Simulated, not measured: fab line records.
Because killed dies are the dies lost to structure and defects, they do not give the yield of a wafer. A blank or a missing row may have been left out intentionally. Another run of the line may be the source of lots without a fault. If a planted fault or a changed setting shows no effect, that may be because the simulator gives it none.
fab line records	flow sfqLine
[record] lots = 6	wafers = 18	lastDay = 86
route steps=325 shown I0@47 M1@58
lots untouched by any fault: they come from a run of this same line in which no faults occurred
startH: the number of hours between the record's first day and the start of the first shown wafer of the lot	waitH: hours from the lot's prior step to this one	" repeats the value in the row above	L1.1+2: a row that stands for several wafers	- either no value or no given start	* or withheld: withheld	< > ~ a bound
route shown NAME@n: NAME is a module with steps in the file, n the number in the route of the first one	usual: the fault-free wafers' mean and standard deviation	same: alike in all rows	chamber/n: place in a boat	sites: per-site readings	_std_site: standard deviation across them	_edge_site: the outer-site mean with the inner-site mean subtracted	radiusMm: how far each site lies from the wafer's centre	mask NAME#n: copy n	behind: tool/chamber where the wafer was last shaped	hold: why the lot was held/for how many hours/how that ended	device: names the non-switching transistor (n, p or np)	end of line: the route-end tests of the same wafers	a step without rows: its recipe alone	killed: dies that structure and defects cost at the first sort, which is not the same as the wafer's yield	map: a wafer's dies, x killed, . not, _ none there
set.NAME: setting as actually run; set.NAME@STEP: the setting as run at that earlier step	model.NAME: the simulator's own value behind a step, which no gauge read
a table for each step, a row for each wafer; lots at some steps of the route
services: a tool's chamber out of use, with start hour (startH, from the record's first day; less than 0 if before it), hours out, and reason
[[steps]]
[step SFQ_TRILAYER_I0_VIA_LITHO_COAT_036]
[recipe] resist = BARC	spinRpm = 3000	resistThkNm = 62
[step SFQ_TRILAYER_I0_VIA_LITHO_COAT_031]
[recipe] resist = KrF	spinRpm = 3000	resistThkNm = 650
[step SFQ_TRILAYER_I0_VIA_LITHO_SOFTBAKE_035]
[recipe] tempC = withheld	timeS = withheld	resist = KrF
[step SFQ_TRILAYER_I0_VIA_LITHO_EXPOSE_032]
[recipe] maskId = I0	na = 0.6	sourceShape = conventional	sigmaOuter = 0.65	targetCdNm = 500	doseMj = 21.3
[step SFQ_TRILAYER_I0_VIA_LITHO_PEB_034]
[recipe] pebTempC = 115	pebTimeS = 60	resist = KrF
[step SFQ_TRILAYER_I0_VIA_LITHO_DEVELOP_033]
[recipe] timeS = 60	resist = KrF
[step SFQ_I0_OVL_MEAS_908]
[usual] I0_OVL = -1/4.6
lot.wafer	tool	chamber	startH	waitH	I0_OVL[nm]
L563.1	overlay-01	-	356.59	0.1	2
L563.2	"	-	"	"	0
L563.4	"	-	"	"	2
L572.2	overlay-01	-	453.34	0.1	-7
L572.4	"	-	"	"	-4
L572.5	"	-	"	"	-7
L573.2	overlay-02	-	475.94	0.1	-2
L573.3	"	-	"	"	-1
L573.5	"	-	"	"	3
L578.2	overlay-01	-	498.74	0.1	7
L578.5	"	-	"	"	9
L578.6	"	-	"	"	10
L579.1	overlay-01	-	499.94	0.1	1
L579.5	"	-	"	"	5
L579.6	"	-	"	"	3
L584.1	overlay-01	-	516.86	0.1	3
L584.2	"	-	"	"	-2
L584.3	"	-	"	"	0
[step SFQ_TRILAYER_I0_VIA_BARC_OPEN_VIA_ETCH_046]
[recipe] maskMaterial = PR	chemistry = O2	targetDepthNm = 125	target = BARC	sourceW = 500	biasW = 80	pressureMtorr = 30	timeS = 41.7
[usual] drypumpMotorCurrentA = 6.0/0.38	oesProductAu = 0.685/0.0045
lot.wafer	tool	chamber	startH	waitH	drypumpMotorCurrentA	oesProductAu	rfHoursCounterH
L563.1	rieDiel-03	1	356.62	0.0	6.2	0.685	120
L563.2	"	3	"	"	6.3	0.683	68
L563.4	"	2	"	"	5.9	0.689	18
L572.2	rieDiel-03	2	453.37	0.0	5.8	0.691	19
L572.4	"	0	"	"	6.1	0.684	0
L572.5	"	2	"	"	5.8	0.687	-
L573.2	rieDiel-01	2	475.97	0.0	5.5	0.691	37
L573.3	"	1	"	"	6.3	0.684	3
L573.5	"	1	"	"	6.3	0.684	-
L578.2	rieDiel-04	1	498.77	0.0	5.4	0.684	73
L578.5	"	2	"	"	5.9	0.683	-
L578.6	"	3	"	"	5.9	0.679	-
L579.1	rieDiel-01	1	499.97	0.0	6.3	0.687	3
L579.5	"	0	"	"	6.8	0.687	-
L579.6	"	1	"	"	6.3	0.681	-
L584.1	rieDiel-04	2	516.90	0.0	5.9	0.684	95
L584.2	"	0	"	"	6.2	0.689	28
L584.3	"	1	"	"	5.4	0.689	74
[step SFQ_TRILAYER_I0_VIA_ETCH_VIA_ETCH_034]
[recipe] target = SiO2	stopOn = Nb	maskMaterial = PR	taperDeg = 20	chemistry = CHF3	targetDepthNm = 260	sourceW = 500	biasW = 80	pressureMtorr = 30	timeS = withheld
[usual] drypumpMotorCurrentA = 6.0/0.39	oesProductAu = 0.864/0.0051
lot.wafer	tool	chamber	startH	waitH	drypumpMotorCurrentA	oesProductAu
L563.1	rieDiel-03	1	356.66	0.0	6.2	0.858
L563.2	"	3	"	"	6.3	0.866
L563.4	"	2	"	"	5.8	0.864
L572.2	rieDiel-03	2	453.41	0.0	5.8	0.866
L572.4	"	0	"	"	6.1	0.858
L572.5	"	2	"	"	5.8	0.859
L573.2	rieDiel-01	2	476.01	0.0	5.5	0.862
L573.3	"	1	"	"	6.3	0.865
L573.5	"	1	"	"	6.3	0.861
L578.2	rieDiel-04	1	498.81	0.0	5.5	0.869
L578.5	"	2	"	"	5.9	0.851
L578.6	"	3	"	"	5.9	0.865
L579.1	rieDiel-01	1	500.01	0.0	6.3	0.864
L579.5	"	0	"	"	6.8	0.861
L579.6	"	1	"	"	6.4	0.862
L584.1	rieDiel-04	2	516.94	0.0	5.9	0.858
L584.2	"	0	"	"	6.2	0.864
L584.3	"	1	"	"	5.4	0.864
[step SFQ_TRILAYER_I0_VIA_STRIP_STRIP_035]
[recipe] gas = O2	powerW = 200	platenTempC = 40	overashFraction = 0.65	chemistry = O2	pressureMtorr = 50
[usual] drypumpMotorCurrentA = 5.7/0.63	oesProductAu = 1.000/0.0066
lot.wafer	tool	chamber	startH	waitH	drypumpMotorCurrentA	oesProductAu	rfHoursCounterH
L563.1	rieMetal-03	1	356.78	-	6.1	1.010	143
L563.2	"	0	"	"	6.6	0.995	138
L563.4	"	0	"	"	6.7	1.004	-
L572.2	rieMetal-01	1	453.53	-	6.2	0.989	49
L572.4	"	1	"	"	6.2	0.998	-
L572.5	"	1	"	"	6.2	1.001	-
L573.2	rieMetal-03	1	476.13	-	6.1	0.997	1
L573.3	"	1	"	"	6.1	0.993	-
L573.5	"	0	"	"	6.6	0.989	-
L578.2	rieMetal-01	0	498.93	-	5.3	0.996	104
L578.5	"	0	"	"	5.3	1.011	-
L578.6	"	1	"	"	6.2	0.997	-
L579.1	rieMetal-04	1	500.13	-	5.8	1.001	64
L579.5	"	0	"	"	4.8	0.998	-
L579.6	"	1	"	"	5.7	1.004	-
L584.1	rieMetal-03	1	517.05	-	6.1	0.988	5
L584.2	"	0	"	"	6.6	0.999	161
L584.3	"	1	"	"	6.1	0.981	-
[step SFQ_TRILAYER_I0_VIA_STRIP_SOLV_CLEAN_036]
[recipe] chemistry = NMP	tempC = 70	timeS = 600
[step SFQ_TRILAYER_M1_DEP_PRE_CLEAN_038]
[recipe] gas = Ar	timeS = 22.5	biasV = 250
[step SFQ_TRILAYER_M1_DEP_SPUTTER_037]
[recipe] material = Nb	basePressurePa = 1.33e-06	chamberPressurePa = 0.1333	substrateTempC = 20	resputterCathodeVoltageV = 400	targetThkNm = 200	powerW = 2000	timeS = 133.3
[usual] basePressurePa = 1.33e-06/7.6e-08	cathodeDcPowerW = 2000.0/0.36	throttleValvePct = 29.6/1.1
lot.wafer	tool	chamber	startH	waitH	basePressurePa	cathodeDcPowerW	throttleValvePct
L563.1	pvdSputter-04	-	357.60	0.0	1.26e-06	2000.1	30.7
L563.2	"	-	"	"	1.25e-06	2000.3	30.6
L563.4	"	-	"	"	1.37e-06	1999.7	29.4
L572.2	pvdSputter-06	-	454.33	0.0	-	-	-
L572.4	"	-	"	"	-	-	-
L572.5	"	-	"	"	-	-	-
L573.2	pvdSputter-03	-	476.93	0.0	-	-	-
L573.3	"	-	"	"	-	-	-
L573.5	"	-	"	"	-	-	-
L578.2	pvdSputter-04	-	499.73	0.0	1.37e-06	2000.1	29.0
L578.5	"	-	"	"	1.29e-06	1999.7	29.1
L578.6	"	-	"	"	1.22e-06	2000.2	30.6
L579.1	pvdSputter-03	-	500.93	0.0	1.32e-06	2000.3	29.8
L579.5	"	-	"	"	1.24e-06	2000.2	29.9
L579.6	"	-	"	"	1.25e-06	1999.4	31.2
L584.1	pvdSputter-06	-	517.87	0.0	1.41e-06	2000.1	27.9
L584.2	"	-	"	"	1.27e-06	1999.5	28.6
L584.3	"	-	"	"	1.27e-06	2000.0	29.2
[step SFQ_M1_RS_MEAS_909]
[recipe] thkMeasGauge = four-point-probe	reads = Nb_of_TRILAYER_M1_DEP_SPUTTER_037
[usual] M1_NB_RS = 0.890/0.0082
lot.wafer	tool	chamber	startH	waitH	M1_NB_RS[ohm/sq]
L563.1	filmMetro-02	-	357.69	0.0	0.887
L563.2	"	-	"	"	0.884
L563.4	"	-	"	"	0.888
L572.2	filmMetro-01	-	454.44	0.1	-
L572.4	"	-	"	"	-
L572.5	"	-	"	"	-
L573.2	filmMetro-03	-	477.04	0.1	-
L573.3	"	-	"	"	-
L573.5	"	-	"	"	-
L578.2	filmMetro-01	-	499.84	0.1	0.873
L578.5	"	-	"	"	0.874
L578.6	"	-	"	"	0.878
L579.1	filmMetro-02	-	501.02	0.0	0.897
L579.5	"	-	"	"	0.898
L579.6	"	-	"	"	0.899
L584.1	filmMetro-02	-	517.96	0.0	0.891
L584.2	"	-	"	"	0.889
L584.3	"	-	"	"	0.891
[step SFQ_TRILAYER_M1_LITHO_COAT_044]
[recipe] resist = BARC	spinRpm = 3000	resistThkNm = 62
[step SFQ_TRILAYER_M1_LITHO_COAT_039]
[recipe] resist = KrF	spinRpm = 3000	resistThkNm = 600
[step SFQ_TRILAYER_M1_LITHO_SOFTBAKE_043]
[recipe] tempC = withheld	timeS = withheld	resist = KrF
[step SFQ_TRILAYER_M1_LITHO_EXPOSE_040]
[recipe] maskId = M1	na = 0.6	sourceShape = conventional	sigmaOuter = 0.65	targetCdNm = 500	doseMj = 14.4
[step SFQ_TRILAYER_M1_LITHO_PEB_042]
[recipe] pebTempC = 115	pebTimeS = 60	resist = KrF
[step SFQ_TRILAYER_M1_LITHO_DEVELOP_041]
[recipe] timeS = 60	resist = KrF
[step SFQ_M1_OVL_MEAS_911]
[usual] M1_OVL = -2/7.1
lot.wafer	tool	chamber	startH	waitH	M1_OVL[nm]
L563.1	overlay-02	-	360.31	0.1	1
L563.2	"	-	"	"	-4
L563.4	"	-	"	"	5
L572.2	overlay-02	-	620.07	0.1	10
L572.4	"	-	"	"	5
L572.5	"	-	"	"	-2
L573.2	overlay-02	-	640.92	0.1	-3
L573.3	"	-	"	"	-1
L573.5	"	-	"	"	-4
L578.2	overlay-01	-	663.72	0.1	7
L578.5	"	-	"	"	9
L578.6	"	-	"	"	-1
L579.1	overlay-02	-	664.91	0.1	-11
L579.5	"	-	"	"	-11
L579.6	"	-	"	"	-4
L584.1	overlay-02	-	680.51	0.1	-1
L584.2	"	-	"	"	1
L584.3	"	-	"	"	4
[step SFQ_TRILAYER_M1_BARC_OPEN_METAL_ETCH_054]
[recipe] maskMaterial = PR	chemistry = O2	targetDepthNm = 125	target = BARC	icpW = 600	biasW = 80	pressureMtorr = 10	timeS = 41.7
[usual] drypumpMotorCurrentA = 5.5/0.51	oesProductAu = 0.686/0.0049
lot.wafer	tool	chamber	startH	waitH	drypumpMotorCurrentA	oesProductAu	rfHoursCounterH
L563.1	rieMetal-01	0	360.35	0.0	5.3	0.687	82
L563.2	"	1	"	"	6.2	0.684	32
L563.4	"	0	"	"	5.3	0.679	-
L572.2	rieMetal-01	0	620.12	0.0	5.3	0.687	-
L572.4	"	0	"	"	5.3	0.684	-
L572.5	"	0	"	"	5.3	0.687	-
L573.2	rieMetal-01	1	640.95	0.0	6.2	0.681	71
L573.3	"	1	"	"	6.2	0.686	-
L573.5	"	0	"	"	5.3	0.686	-
L578.2	rieMetal-04	1	663.75	0.0	5.8	0.682	85
L578.5	"	0	"	"	4.8	0.680	-
L578.6	"	1	"	"	5.8	0.682	-
L579.1	rieMetal-01	1	664.95	0.0	6.2	0.682	73
L579.5	"	0	"	"	5.3	0.689	-
L579.6	"	1	"	"	6.2	0.687	-
L584.1	rieMetal-04	0	680.55	0.0	4.8	0.677	95
L584.2	"	1	"	"	5.8	0.681	86
L584.3	"	0	"	"	4.8	0.681	-
[step SFQ_TRILAYER_M1_ETCH_METAL_ETCH_042]
[recipe] target = Nb	stopOn = SiO2	maskMaterial = PR	chemistry = Cl2/Ar	targetDepthNm = 240	icpW = 600	biasW = 80	pressureMtorr = 10	timeS = 120
[usual] drypumpMotorCurrentA = 5.5/0.51	oesProductAu = 0.894/0.0069
lot.wafer	tool	chamber	startH	waitH	drypumpMotorCurrentA	oesProductAu	rfHoursCounterH
L563.1	rieMetal-01	0	360.41	0.0	5.3	0.893	82
L563.2	"	1	"	"	6.2	0.890	32
L563.4	"	0	"	"	5.3	0.895	-
L572.2	rieMetal-01	0	620.27	0.1	5.3	0.380	-
L572.4	"	0	"	"	5.3	0.380	-
L572.5	"	0	"	"	5.3	0.378	-
L573.2	rieMetal-01	1	641.01	0.0	6.2	0.373	71
L573.3	"	1	"	"	6.2	0.386	-
L573.5	"	0	"	"	5.3	0.375	-
L578.2	rieMetal-04	1	663.81	0.0	5.8	0.911	85
L578.5	"	0	"	"	4.8	0.906	-
L578.6	"	1	"	"	5.8	0.902	-
L579.1	rieMetal-01	1	665.01	0.0	6.2	0.891	73
L579.5	"	0	"	"	5.3	0.891	-
L579.6	"	1	"	"	6.2	0.885	-
L584.1	rieMetal-04	0	680.61	0.0	4.8	0.888	95
L584.2	"	1	"	"	5.8	0.889	87
L584.3	"	0	"	"	4.8	0.888	-
[step SFQ_TRILAYER_M1_STRIP_STRIP_043]
[recipe] gas = O2	powerW = 200	platenTempC = 40	overashFraction = 0.65	chemistry = O2	pressureMtorr = 48.65
[usual] drypumpMotorCurrentA = 5.5/0.51	oesProductAu = 1.002/0.0066
lot.wafer	tool	chamber	startH	waitH	drypumpMotorCurrentA	oesProductAu	rfHoursCounterH
L563.1	rieMetal-01	0	360.53	0.1	5.3	0.996	82
L563.2	"	1	"	"	6.2	1.000	32
L563.4	"	0	"	"	5.3	1.008	-
L572.2	rieMetal-01	0	620.67	0.4	5.3	1.015	-
L572.4	"	0	"	"	5.3	1.000	-
L572.5	"	0	"	"	5.3	1.000	-
L573.2	rieMetal-01	1	641.13	0.1	6.2	0.995	72
L573.3	"	1	"	"	6.2	1.001	-
L573.5	"	0	"	"	5.3	1.000	-
L578.2	rieMetal-04	1	663.93	0.1	5.8	1.017	85
L578.5	"	0	"	"	4.8	1.005	-
L578.6	"	1	"	"	5.8	1.010	-
L579.1	rieMetal-01	1	665.13	0.1	6.2	1.013	74
L579.5	"	0	"	"	5.3	1.007	-
L579.6	"	1	"	"	6.2	1.005	-
L584.1	rieMetal-04	0	680.73	0.1	4.8	1.002	95
L584.2	"	1	"	"	5.8	1.006	87
L584.3	"	0	"	"	4.8	1.001	-
[[services]]
tool	chamber	startH	hours	kind
pvdSputter-03	-	350.46	4.2	repair
rieDiel-04	-	358.48	2.1	repair
rieDiel-04	2	364.46	5.5	repair
rieMetal-03	-	371.88	14.6	pm
pvdSputter-06	-	378.95	5.1	repair
pvdSputter-04	-	383.54	0.8	repair
pvdSputter-03	-	387.93	2.1	repair
rieDiel-03	1	393.05	3.5	repair
rieDiel-04	2	399.77	2.7	repair
rieDiel-04	0	399.87	29.5	repair
rieMetal-03	-	431.72	1.2	repair
rieDiel-03	2	445.14	3.1	repair
rieDiel-04	-	449.61	0.2	repair
rieDiel-01	1	458.28	3.9	repair
rieDiel-03	-	462.68	2.8	pm
rieDiel-01	1	506.37	7.4	repair
rieDiel-04	-	506.95	0.3	repair
rieDiel-03	-	519.72	0.9	repair
rieMetal-04	1	568.46	8.6	repair
rieMetal-03	-	574.20	1.4	repair
rieMetal-03	-	604.96	0.3	repair
rieMetal-01	1	616.85	12.0	repair
rieDiel-01	3	617.07	4.8	repair
rieDiel-03	3	642.08	16.1	repair
[[key]]
[firstSign] step = SFQ_TRILAYER_M1_DEP_SPUTTER_037	reading = toolRecord	direction = missing
[effect] step = SFQ_M1_RS_MEAS_909	reading = M1_NB_RS	direction = missing
[effect] step = SFQ_TRILAYER_M1_ETCH_METAL_ETCH_042	reading = oesProductAu	direction = down	sigmas = 75	usual = 0.894	struck = 0.379
metAt SFQ_TRILAYER_M1_DEP_SPUTTER_037
struckWafers L572.2,L572.4,L572.5,L573.2,L573.3,L573.5
[fault] kind = skippedStepWhole	tool = pvdSputter-03,pvdSputter-06	chamber = -	onsetH = 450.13	steps = SFQ_TRILAYER_M1_DEP_SPUTTER_037	scope = struckLotsOnly
